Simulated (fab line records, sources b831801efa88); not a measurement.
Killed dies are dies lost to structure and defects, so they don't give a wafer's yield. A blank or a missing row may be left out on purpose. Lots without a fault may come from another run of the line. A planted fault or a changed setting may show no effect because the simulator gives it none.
Chamber matching | flow gf180mcu | GF_V4_CMP_04 on cmp-01: 4 sister chambers
The step polishes SiO2. 24 wafers are shown with their chamber, then 12 later ones without.

WAFERS WITH THEIR CHAMBER
wafer  | chamber | motor_current_A (A) | time_to_endpoint_s (s)
L074.2 | 0       | 10.8                | 82
L074.5 | 3       | 11.1                | 82
L074.6 | 2       | 12.1                | 83
L075.3 | 2       | 12.1                | 68
L075.5 | 3       | 11.3                | 75
L075.6 | 0       | 10.4                | 88
L080.2 | 3       | 11.3                | 84
L080.3 | 0       | 10.2                | 78
L080.5 | 2       | 12.1                | 86
L081.4 | 3       | 11.0                | 77
L081.5 | 0       | 9.8                 | 91
L081.6 | 1       | 10.1                | 87
L084.2 | 2       | 12.2                | 81
L084.4 | 3       | 11.2                | 88
L084.6 | 2       | 12.6                | 79
L087.2 | 2       | 12.5                | 80
L087.3 | 1       | 9.9                 | 77
L087.4 | 3       | 11.0                | 82
L088.3 | 2       | 12.5                | 84
L088.5 | 1       | 9.9                 | 83
L088.6 | 0       | 10.4                | 89
L089.2 | 3       | 11.5                | 72
L089.3 | 1       | 9.7                 | 78
L089.6 | 2       | 12.0                | 81

SIGNATURES (means of the wafers above)
reading            | chamber 0 | chamber 1 | chamber 2 | chamber 3 | scatter within a chamber
motor_current_A    | 10.320    | 9.900     | 12.262    | 11.200    | 0.244
time_to_endpoint_s | 85.60     | 81.25     | 80.25     | 80.00     | 5.36
Rule: a wafer's distance from a chamber is the root of the sum, over the readings, of the square of ((its reading less the chamber's mean) divided by the reading's scatter). The wafer belongs to the nearest chamber; if the next one is less than 2 further off, it can't be placed. The scatter: the root of (the sum of the squares of (reading less its chamber's mean) over the shown wafers, divided by (wafers less chambers)).

WAFERS WITHOUT THEIR CHAMBER
wafer  | motor_current_A (A) | time_to_endpoint_s (s)
L090.2 | 12.3                | 77
L090.3 | 10.1                | 80
L090.4 | 11.1                | 90
L092.2 | 11.2                | 68
L092.3 | 9.6                 | 80
L092.5 | 10.4                | 88
L093.3 | 10.3                | 79
L093.4 | 11.3                | 81
L093.5 | 12.1                | 83
L094.3 | 12.9                | 78
L094.4 | 10.1                | 73
L094.6 | 11.5                | 86

WHICH CHAMBER EACH WENT THROUGH
wafer  | from the rows above     | in truth
L090.2 | 2                       | 2
L090.3 | can't be placed: 1 or 0 | 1
L090.4 | can't be placed: 3 or 0 | 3
L092.2 | 3                       | 3
L092.3 | can't be placed: 1 or 0 | 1
L092.5 | can't be placed: 0 or 1 | 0
L093.3 | can't be placed: 0 or 1 | 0
L093.4 | 3                       | 3
L093.5 | 2                       | 2
L094.3 | 2                       | 2
L094.4 | can't be placed: 1 or 0 | 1
L094.6 | can't be placed: 3 or 2 | 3
Placed correctly: 5 of 12. Can't be placed from these rows: 7 (the true chamber is among the candidates in 7). Placed wrongly: 0.
